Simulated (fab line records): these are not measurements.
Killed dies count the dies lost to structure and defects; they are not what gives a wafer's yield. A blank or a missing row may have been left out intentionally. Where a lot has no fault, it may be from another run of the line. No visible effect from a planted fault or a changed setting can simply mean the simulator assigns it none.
fab line records	flow sfq_line
[record] lots = 7	wafers = 18	last_day = 91
route steps=325 shown M4@159 I4@163
lots that met no fault: from a run of the same line without faults
start_h: hours from the record's first day to the start of the lot's first wafer shown	wait_h: hours from the lot's prior step to this one	" same as the row above	L1.1+2: one row covering several wafers at once	- value missing, or start not given	* or withheld: withheld	< > ~ a bound
route shown NAME@n: names a module that has steps shown in the file, with the first one's number in the route	usual: mean/standard deviation taken from wafers without a fault	same: alike in all rows	chamber/n: place in a boat	sites: each site's reading	_std_site: their standard deviation	_edge_site: outer sites' mean less inner sites'	radius_mm: how far each site lies from the wafer's centre	mask NAME#n: copy n	behind: the tool/chamber that last shaped the wafer	hold: what put the lot on hold/how long, in hours/how the hold closed	device: the n, p or np transistor that did not switch	end of line: the tests these same wafers got at the end of their route	a step given without rows: its recipe and nothing more	killed: the dies lost at the first sort to structure and to defects; this is not the yield of the wafer	map: dies across one wafer; x = killed, . = not, _ = none there
set.NAME: setting as actually run; set.NAME@STEP: the setting as run at that earlier step	model.NAME: the simulator's own value behind a step, which no gauge read
lots seen at some steps along the route; tables by step, rows by wafer
services: when a tool's chamber went out of use (start_h, in hours from the record's first day, below 0 if earlier), for how many hours, and the reason
[[steps]]
[step SFQ_TRILAYER_M4_BARC_OPEN_METAL_ETCH_123]
[recipe] mask_material = PR	chemistry = O2	target_depth_nm = 125	target = BARC	icp_w = 600	bias_w = 80	pressure_mtorr = 10	time_s = 41.7
[usual] drypump_motor_current_A = 5.87/0.25	he_backside_leak_sccm = 3.50/0.21	oes_product_au = 0.685/0.0043
lot.wafer	tool	chamber	start_h	wait_h	drypump_motor_current_A	he_backside_leak_sccm	oes_product_au	rf_hours_counter_h
L432.1	rie_metal-03	0	1053.61	0.0	5.89	3.92	0.679	132
L432.3	"	0	"	"	5.89	3.92	0.683	-
L432.4	"	1	"	"	5.75	3.50	0.682	-
L439.3	rie_metal-03	1	1085.67	0.1	5.70	3.93	0.685	-
L439.6	"	1	"	"	5.74	3.69	0.687	-
L441.2	rie_metal-04	0	1106.22	0.0	5.77	3.38	0.687	140
L441.5	"	1	"	"	6.17	3.29	0.681	-
L442.5	rie_metal-03	1	1114.83	0.0	5.78	3.87	0.689	-
L442.6	"	0	"	"	5.90	3.48	0.680	-
L447.1	rie_metal-02	1	1287.76	0.0	6.30	3.24	0.679	10
L447.4	"	1	"	"	6.31	3.47	0.684	-
L447.5	"	0	"	"	5.45	3.38	0.682	-
L451.2	rie_metal-04	1	1331.27	0.0	6.20	3.33	0.679	133
L451.4	"	0	"	"	5.73	3.08	0.686	-
L451.6	"	0	"	"	5.79	3.23	0.686	-
L452.1	rie_metal-03	1	1345.80	0.0	5.74	3.34	0.679	0
L452.3	"	1	"	"	5.79	3.39	0.684	-
L452.5	"	0	"	"	5.90	3.52	0.690	-
[step SFQ_TRILAYER_M4_ETCH_METAL_ETCH_096]
[recipe] target = Nb	stop_on = SiO2	mask_material = PR	chemistry = Cl2/Ar	target_depth_nm = 240	icp_w = 600	bias_w = 80	pressure_mtorr = 10	time_s = 120
[usual] drypump_motor_current_A = 5.86/0.24	he_backside_leak_sccm = 3.47/0.18	oes_product_au = 0.892/0.0064
lot.wafer	tool	chamber	start_h	wait_h	drypump_motor_current_A	he_backside_leak_sccm	oes_product_au	rf_hours_counter_h
L432.1	rie_metal-03	1	1053.69	0.1	5.75	3.52	0.892	95
L432.3	"	1	"	"	5.74	3.55	0.892	-
L432.4	"	1	"	"	5.74	3.38	0.894	-
L439.3	rie_metal-03	1	1085.83	0.1	5.78	3.55	0.891	-
L439.6	"	1	"	"	5.75	3.34	0.884	-
L441.2	rie_metal-04	0	1106.28	0.0	5.76	3.26	0.891	140
L441.5	"	1	"	"	6.14	3.38	0.892	-
L442.5	rie_metal-03	1	1114.93	0.1	5.71	3.39	0.895	-
L442.6	"	0	"	"	5.92	3.78	0.888	-
L447.1	rie_metal-02	1	1287.82	0.0	6.28	3.49	0.895	10
L447.4	"	1	"	"	6.27	3.58	0.889	-
L447.5	"	0	"	"	5.48	3.35	0.898	-
L451.2	rie_metal-04	1	1331.33	0.0	6.15	3.37	0.887	133
L451.4	"	0	"	"	5.77	3.17	0.890	-
L451.6	"	0	"	"	5.77	3.17	0.902	-
L452.1	rie_metal-03	1	1345.85	0.0	5.74	3.57	0.900	0
L452.3	"	1	"	"	5.73	3.46	0.899	-
L452.5	"	0	"	"	5.91	3.69	0.907	-
[step SFQ_TRILAYER_M4_STRIP_STRIP_097]
[recipe] gas = O2	power_w = 200	platen_temp_c = 40	overash_fraction = 0.65	chemistry = O2	pressure_mtorr = 50
[step SFQ_TRILAYER_M4_STRIP_SOLV_CLEAN_098]
[recipe] chemistry = NMP	temp_c = 70	time_s = 600
[step SFQ_TRILAYER_I4_DEP_PECVD_099]
[recipe] material = SiO2	temp_c = 150	time_s = 111.11	pressure_torr = 2.4	rf_w = 183.3	precursor = SiH4/N2O	target_thk_nm = 500
[usual] heater_power_w = 89/15	susceptor_temp_C = 150.00/0.14	throttle_valve_pct = 24.5/1.7
lot.wafer	tool	chamber	start_h	wait_h	heater_power_w	susceptor_temp_C	throttle_valve_pct
L432.1	pecvd-01	0	1055.32	0.0	78	150.15	23.5
L432.3	"	1	"	"	122	150.27	24.0
L432.4	"	0	"	"	82	150.24	23.4
L439.3	pecvd-03	0	1087.55	0.0	73	149.76	27.2
L439.6	"	2	"	"	88	149.90	26.2
L441.2	pecvd-03	1	1107.18	0.0	71	150.11	24.4
L441.5	"	1	"	"	74	150.08	24.4
L442.5	pecvd-03	2	1115.79	0.0	92	150.18	26.2
L442.6	"	1	"	"	71	150.03	24.4
L447.1	pecvd-01	1	1288.72	0.0	111	149.97	24.1
L447.4	"	2	"	"	77	149.87	24.6
L447.5	"	1	"	"	114	150.27	24.2
L451.2	pecvd-01	2	1332.23	0.0	82	149.84	22.5
L451.4	"	0	"	"	82	150.16	22.8
L451.6	"	1	"	"	105	150.23	22.2
L452.1	pecvd-01	1	1346.75	0.0	121	150.01	22.2
L452.3	"	0	"	"	85	149.90	23.3
L452.5	"	1	"	"	105	150.03	22.1
[step SFQ_TRILAYER_I4_CMP_CMP_100]
[recipe] material = SiO2	down_force_psi = 3	platen_rpm = 60	pad_velocity_m_s = 0.94248
[usual] motor_current_A = 10.1/1.1	time_to_endpoint_s = 214/7.9
lot.wafer	tool	chamber	start_h	wait_h	motor_current_A	time_to_endpoint_s
L432.4	cmp-02	2	1057.22	1.8	7.9	221
L432.1	"	3	"	"	11.1	210
L432.3	"	1	1058.72	3.4	10.1	217
L439.3	cmp-01	3	1096.72	9.1	9.9	203
L439.6	"	0	"	"	9.1	213
L441.2	cmp-01	3	1112.22	5.0	10.0	199
L441.5	"	2	1113.72	6.5	10.6	203
L442.6	cmp-02	2	1127.59	11.8	7.9	214
L442.5	"	3	"	"	11.2	207
L447.4	cmp-02	0	1289.30	0.5	10.4	223
L447.1	"	1	"	"	10.2	216
L447.5	"	3	1290.80	2.0	11.4	215
L451.2	cmp-02	0	1332.31	0.0	10.6	212
L451.4	"	3	1333.81	1.5	11.1	201
L451.6	"	0	"	"	10.4	218
L452.1	cmp-02	2	1347.83	1.0	7.7	208
L452.3	"	3	"	"	11.1	203
L452.5	"	1	1349.33	2.5	9.8	209
[step SFQ_I4_BOW_MEAS_927]
[recipe] mode = bow
[usual] I4_BOW = 4/8.7
lot.wafer	tool	chamber	start_h	wait_h	I4_BOW[um]
L432.1	film_metro-04	-	1060.22	2.0	2
L432.3	"	-	"	"	2
L432.4	"	-	"	"	-2
L439.3	film_metro-04	-	1098.26	1.0	3
L439.6	"	-	"	"	-4
L441.2	film_metro-03	-	1114.24	1.5	-5
L441.5	"	-	"	"	-4
L442.5	film_metro-02	-	1128.67	0.1	8
L442.6	"	-	"	"	8
L447.1	film_metro-03	-	1291.80	1.5	10
L447.4	"	-	"	"	6
L447.5	"	-	"	"	3
L451.2	film_metro-04	-	1335.33	2.5	-1
L451.4	"	-	"	"	9
L451.6	"	-	"	"	11
L452.1	film_metro-04	-	1349.83	1.5	3
L452.3	"	-	"	"	-2
L452.5	"	-	"	"	4
[step SFQ_TRILAYER_I4_METRO_MEASURE_101]
[step SFQ_TRILAYER_I4_VIA_LITHO_COAT_108]
[recipe] resist = BARC	spin_rpm = 3000	resist_thk_nm = 62
[step SFQ_TRILAYER_I4_VIA_LITHO_COAT_103]
[recipe] resist = KrF	spin_rpm = 3000	resist_thk_nm = 650
[step SFQ_TRILAYER_I4_VIA_LITHO_SOFTBAKE_107]
[recipe] temp_c = withheld	time_s = withheld	resist = KrF
[step SFQ_TRILAYER_I4_VIA_LITHO_EXPOSE_104]
[recipe] mask_id = I4	na = 0.6	source_shape = conventional	sigma_outer = 0.65	target_cd_nm = 700	dose_mj = 21.3
[step SFQ_TRILAYER_I4_VIA_LITHO_PEB_106]
[recipe] peb_temp_c = 115	peb_time_s = 60	resist = KrF
[usual] heater_power_total_W = 79.16/0.073
lot.wafer	tool	chamber	start_h	wait_h	heater_power_total_W
L432.1	litho_track-02	0	1192.77	1.0	79.26
L432.3	"	0	"	"	79.13
L432.4	"	0	"	"	79.20
L439.3	litho_track-04	0	1227.62	0.7	82.18
L439.6	"	0	"	"	79.10
L441.2	litho_track-04	0	1238.40	0.8	79.09
L441.5	"	0	"	"	82.29
L442.5	litho_track-04	0	1249.27	0.3	82.32
L442.6	"	0	"	"	79.11
L447.1	litho_track-04	0	1402.02	1.0	79.21
L447.4	"	0	"	"	79.17
L447.5	"	0	"	"	79.19
L451.2	litho_track-03	0	1466.45	0.8	79.20
L451.4	"	0	"	"	79.05
L451.6	"	0	"	"	79.22
L452.1	litho_track-04	0	1480.83	1.0	79.03
L452.3	"	0	"	"	79.04
L452.5	"	0	"	"	79.08
[step SFQ_TRILAYER_I4_VIA_LITHO_DEVELOP_105]
[recipe] time_s = 60	resist = KrF
[step SFQ_I4_OVL_MEAS_928]
[usual] I4_OVL = -1/5.6
lot.wafer	tool	chamber	start_h	wait_h	I4_OVL[nm]
L432.1	overlay-01	-	1193.07	0.1	-3
L432.3	"	-	"	"	-3
L432.4	"	-	"	"	-4
L439.3	overlay-01	-	1227.88	0.1	-1
L439.6	"	-	"	"	-1
L441.2	overlay-02	-	1238.68	0.1	0
L441.5	"	-	"	"	-9
L442.5	overlay-02	-	1249.49	0.0	-10
L442.6	"	-	"	"	-8
L447.1	overlay-02	-	1402.32	0.1	-2
L447.4	"	-	"	"	-1
L447.5	"	-	"	"	-2
L451.2	overlay-02	-	1466.73	0.1	4
L451.4	"	-	"	"	-3
L451.6	"	-	"	"	-5
L452.1	overlay-02	-	1481.13	0.1	-7
L452.3	"	-	"	"	-7
L452.5	"	-	"	"	-3
[step SFQ_TRILAYER_I4_VIA_BARC_OPEN_VIA_ETCH_146]
[recipe] mask_material = PR	chemistry = O2	target_depth_nm = 125	target = BARC	source_w = 500	bias_w = 80	pressure_mtorr = 30	time_s = 41.7
[usual] drypump_motor_current_A = 5.8/0.41	oes_product_au = 0.685/0.005
lot.wafer	tool	chamber	start_h	wait_h	drypump_motor_current_A	oes_product_au	rf_hours_counter_h	model.I4.cd_nm
L432.1	rie_diel-02	1	1193.11	0.0	5.6	0.685	4	698
L432.3	"	0	"	"	5.6	0.683	19	699.8
L432.4	"	3	"	"	5.6	0.688	18	698.7
L439.3	rie_diel-01	2	1227.91	0.0	5.9	0.687	9	683.6
L439.6	"	2	"	"	5.9	0.683	-	699.3
L441.2	rie_diel-02	0	1238.71	0.0	5.6	0.681	20	700.6
L441.5	"	3	"	"	5.6	0.691	-	683.2
L442.5	rie_diel-02	3	1249.53	0.0	5.6	0.682	-	684.1
L442.6	"	0	"	"	5.6	0.686	-	701.3
L447.1	rie_diel-01	3	1402.36	0.0	6.7	0.681	14	702
L447.4	"	1	"	"	5.4	0.681	14	701.9
L447.5	"	0	"	"	5.6	0.688	-	701.7
L451.2	rie_diel-02	0	1466.76	0.0	5.6	0.687	1	701.5
L451.4	"	3	"	"	5.6	0.682	-	703
L451.6	"	1	"	"	5.6	0.686	-	701.6
L452.1	rie_diel-03	3	1481.16	0.0	5.6	0.687	12	700.5
L452.3	"	2	"	"	5.9	0.689	0	700.2
L452.5	"	1	"	"	6.5	0.691	-	700.5
[step SFQ_TRILAYER_I4_VIA_ETCH_VIA_ETCH_106]
[recipe] target = SiO2	stop_on = Nb	mask_material = PR	taper_deg = 20	chemistry = CHF3	target_depth_nm = 260	source_w = 500	bias_w = 80	pressure_mtorr = 30	time_s = withheld
[usual] drypump_motor_current_A = 5.8/0.41	oes_product_au = 0.853/0.0051
lot.wafer	tool	chamber	start_h	wait_h	drypump_motor_current_A	oes_product_au	model.I4.cd_nm
L432.1	rie_diel-02	1	1193.15	0.0	5.6	0.860	696.7
L432.3	"	0	"	"	5.6	0.860	699.1
L432.4	"	3	"	"	5.6	0.852	694.9
L439.3	rie_diel-01	2	1227.95	0.0	5.9	0.852	681.1
L439.6	"	2	"	"	5.9	0.856	697
L441.2	rie_diel-02	0	1238.75	0.0	5.6	0.844	698.8
L441.5	"	3	"	"	5.6	0.848	678.1
L442.5	rie_diel-02	3	1249.60	0.1	5.6	0.854	681.2
L442.6	"	0	"	"	5.6	0.858	700.4
L447.1	rie_diel-01	3	1402.40	0.0	6.7	0.856	701.6
L447.4	"	1	"	"	5.4	0.850	698.1
L447.5	"	0	"	"	5.6	0.856	699.6
L451.2	rie_diel-02	0	1466.80	0.0	5.6	0.852	700.3
L451.4	"	3	"	"	5.6	0.850	701.9
L451.6	"	1	"	"	5.6	0.856	700.6
L452.1	rie_diel-03	3	1481.20	0.0	5.6	0.858	699.3
L452.3	"	2	"	"	5.9	0.857	699.4
L452.5	"	1	"	"	6.5	0.855	699.9
[step SFQ_TRILAYER_I4_VIA_STRIP_STRIP_107]
[recipe] gas = O2	power_w = 200	platen_temp_c = 40	overash_fraction = 0.65	chemistry = O2	pressure_mtorr = 50
[usual] drypump_motor_current_A = 5.73/0.23	he_backside_leak_sccm = 3.48/0.2	oes_product_au = 0.999/0.0082
lot.wafer	tool	chamber	start_h	wait_h	drypump_motor_current_A	he_backside_leak_sccm	oes_product_au	rf_hours_counter_h
L432.1	rie_metal-01	0	1193.26	-	5.51	3.18	1.010	30
L432.3	"	1	"	"	5.43	3.58	1.006	-
L432.4	"	0	"	"	5.51	3.29	1.005	-
L439.3	rie_metal-03	1	1228.26	-	5.74	3.62	1.010	-
L439.6	"	1	"	"	5.74	3.58	0.990	-
L441.2	rie_metal-04	1	1238.86	-	6.17	3.52	1.008	118
L441.5	"	0	"	"	5.75	3.15	0.990	-
L442.5	rie_metal-03	0	1250.06	-	5.90	3.63	1.016	-
L442.6	"	1	"	"	5.71	3.46	0.998	-
L447.1	rie_metal-03	0	1402.51	-	5.91	3.64	1.005	42
L447.4	"	0	"	"	5.91	3.61	1.005	-
L447.5	"	1	"	"	5.74	3.61	0.994	-
L451.2	rie_metal-03	1	1466.92	-	5.71	3.74	0.997	15
L451.4	"	0	"	"	5.91	3.76	0.992	-
L451.6	"	0	"	"	5.94	3.77	0.993	-
L452.1	rie_metal-03	1	1481.32	-	5.76	3.30	0.983	17
L452.3	"	0	"	"	5.85	3.72	0.989	-
L452.5	"	0	"	"	5.89	3.64	1.003	-
[[services]]
tool	chamber	start_h	hours	kind
rie_metal-03	-	1045.41	0.5	repair
rie_diel-02	3	1045.49	34.7	repair
rie_diel-02	2	1072.22	6.4	repair
cmp-02	-	1117.07	2.5	repair
cmp-02	-	1118.40	0.5	repair
rie_diel-02	0	1118.78	8.1	repair
rie_metal-03	-	1127.90	1.1	repair
rie_diel-02	0	1148.75	2.4	repair
rie_diel-02	3	1167.78	4.5	repair
cmp-02	-	1173.59	6.9	pm
cmp-02	-	1208.86	0.6	repair
rie_diel-02	3	1242.27	2.4	repair
cmp-02	-	1242.38	1.0	repair
cmp-02	-	1259.08	4.0	pm
cmp-02	-	1261.42	1.1	repair
cmp-02	-	1267.12	10.3	pm
cmp-02	-	1284.21	3.9	repair
cmp-02	-	1306.14	3.5	repair
rie_metal-03	-	1332.52	0.1	repair
rie_diel-02	1	1341.66	3.0	repair
rie_diel-02	3	1372.66	1.5	repair
cmp-02	-	1390.17	5.4	pm
rie_diel-02	2	1466.08	7.7	repair
rie_diel-02	2	1477.50	7.4	repair
[[key]]
[first_sign] step = SFQ_TRILAYER_I4_VIA_LITHO_PEB_106	reading = heater_power_total_W	direction = up	sigmas = 43	usual = 79.16	struck = 82.26
effect none on later readings
[model_effect] step = SFQ_TRILAYER_I4_VIA_BARC_OPEN_VIA_ETCH_146	value = I4.cd_nm	without = 700.2	struck = 683.6
[model_effect] step = SFQ_TRILAYER_I4_VIA_ETCH_VIA_ETCH_106	value = I4.cd_nm	without = 696.7	struck = 680.1
met_at SFQ_TRILAYER_I4_VIA_LITHO_PEB_106
struck_wafers L439.3,L441.5,L442.5
[fault] kind = process_parameter_drift	tool = litho_track-04	chamber = -	onset_h = 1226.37	steps = SFQ_TRILAYER_I4_VIA_LITHO_PEB_106	channel = peb_time_s	offset = *	shape = step	end_h = 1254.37	scope = struck_wafers_only	acts_in = *	stated = *
